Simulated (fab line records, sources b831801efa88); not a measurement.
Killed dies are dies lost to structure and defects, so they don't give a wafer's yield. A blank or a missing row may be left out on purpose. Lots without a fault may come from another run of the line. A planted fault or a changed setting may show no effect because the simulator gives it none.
Problem report in the 8D (eight disciplines) form, filled by code | flow gf180mcu | the parts of the form that need people (team, actions taken, sign-off) are left out

1. THE PROBLEM
heater_power_total_W at GF_V2_SOFTBAKE_10 reads a mean of 98.15 W on 9 wafers of 3 lots; wafers without a fault read 93.05 W with a standard deviation of 0.059. That is +86 standard deviations from the usual mean.
The step: time 60 s.
First seen on wafer L344.1, day 23 12:00, on litho_track-03. The record holds 42 wafers of 14 lots with a number at this step. Rule for "out", or "out of limits": more than 4 standard deviations from the usual mean. The other wafers with a number count as sound.

2. WHAT IT IS AND WHAT IT IS NOT
question                    | is                                 | is not
which readings at this step | heater_power_total_W, run_length_s | -
which lots                  | L344, L345, L346                   | L335, L336, L338, L339, L340, L341, L353, L354, L355, L356, L357
which wafers of those lots  | all that have a number             | -
read on which tools         | litho_track-03                     | litho_track-01, litho_track-04
when                        | from day 23 12:00                  | up to then (18 sound wafers); but 15 sound wafers of L353, L354, L355, L356, L357 came after

3. SUSPECTS, AND WHAT RULES EACH OUT
Counting: a tool at a process step up to the reading stays a suspect if it ran every lot that is out and no sound lot after the first of them.
- litho_track-03 at GF_V2_SOFTBAKE_10 (time 60 s): ruled out as a lasting fault. Sound lots L355, L357 ran on it after its first lot that is out, L344 (day 23 12:00).
Left after counting: nothing in the record.

4. THE CAUSE (what the simulator had put in)
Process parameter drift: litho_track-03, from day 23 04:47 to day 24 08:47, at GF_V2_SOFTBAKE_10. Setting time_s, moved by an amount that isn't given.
Counting ruled it out, wrongly.

5. THE CHAIN OF EFFECTS, in route order
Each row: a reading whose mean over the struck wafers that have a number lies more than 3 standard deviations from the usual. Only readings for which the record gives a usual standard deviation are gone through. hours: the time from each lot's start at the first step in this table that gives one to its start at this step, as a median over the lots. sigmas: the change in usual standard deviations.
hours | step              | reading              | usual   | on struck wafers | change | sigmas
0     | GF_V2_SOFTBAKE_10 | heater_power_total_W | 93.05 W | 98.15            | +5.10  | +86
0     | GF_V2_SOFTBAKE_10 | run_length_s         | 88.92 s | 79.97            | -8.95  | -50
The process steps in it:
- GF_V2_SOFTBAKE_10: time 60 s.

6. WHAT WOULD HAVE CAUGHT IT SOONER
In this record the first reading out of limits was taken at day 23 12:00, 7 hours after the fault began at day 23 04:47.
